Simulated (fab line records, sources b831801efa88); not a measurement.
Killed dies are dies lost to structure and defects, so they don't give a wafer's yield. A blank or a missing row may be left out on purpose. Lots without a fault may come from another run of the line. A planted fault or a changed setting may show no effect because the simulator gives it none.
Chamber matching | flow sky130 | SKY_LI_CONTACT_ETCH_14 on rie_diel-01: 4 sister chambers
The step etches BARC in N2/H2, stops on SiO2, time 45.9 s, target depth 60 nm. 4 wafers are shown with their chamber, then 7 later ones without.

WAFERS WITH THEIR CHAMBER
wafer  | chamber | drypump_motor_current_A (A)
L462.1 | 3       | 5.7
L473.3 | 0       | 5.1
L479.1 | 2       | 5.4
L479.4 | 1       | 5.0

WAFERS WITHOUT THEIR CHAMBER
wafer  | drypump_motor_current_A (A)
L479.6 | 5.4
L480.1 | 4.9
L480.2 | 5.2
L480.5 | 5.1
L481.1 | 5.7
L481.2 | 5.4
L481.4 | 5.1

WHICH CHAMBER EACH WENT THROUGH
wafer  | from the rows above          | in truth
L479.6 | 2                            | 2
L480.1 | can't be placed: 1 or 0      | 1
L480.2 | can't be placed: 0 or 1 or 2 | 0
L480.5 | can't be placed: 0 or 1      | 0
L481.1 | 3                            | 3
L481.2 | 2                            | 2
L481.4 | can't be placed: 0 or 1      | 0
Placed correctly: 3 of 7. Can't be placed from these rows: 4 (the true chamber is among the candidates in 4). Placed wrongly: 0.
How it was worked out, from the rows above alone: a wafer's distance from a chamber is the root of the sum, over the readings, of the square of ((its reading less the chamber's mean) divided by the reading's scatter). The wafer belongs to the nearest chamber; if the next one is less than 2 further off, it can't be placed. A chamber's mean is the mean of its shown wafers. The scatter: with one shown wafer a chamber, the root of the mean of the squares of how far each hidden wafer lies from its nearest shown one.
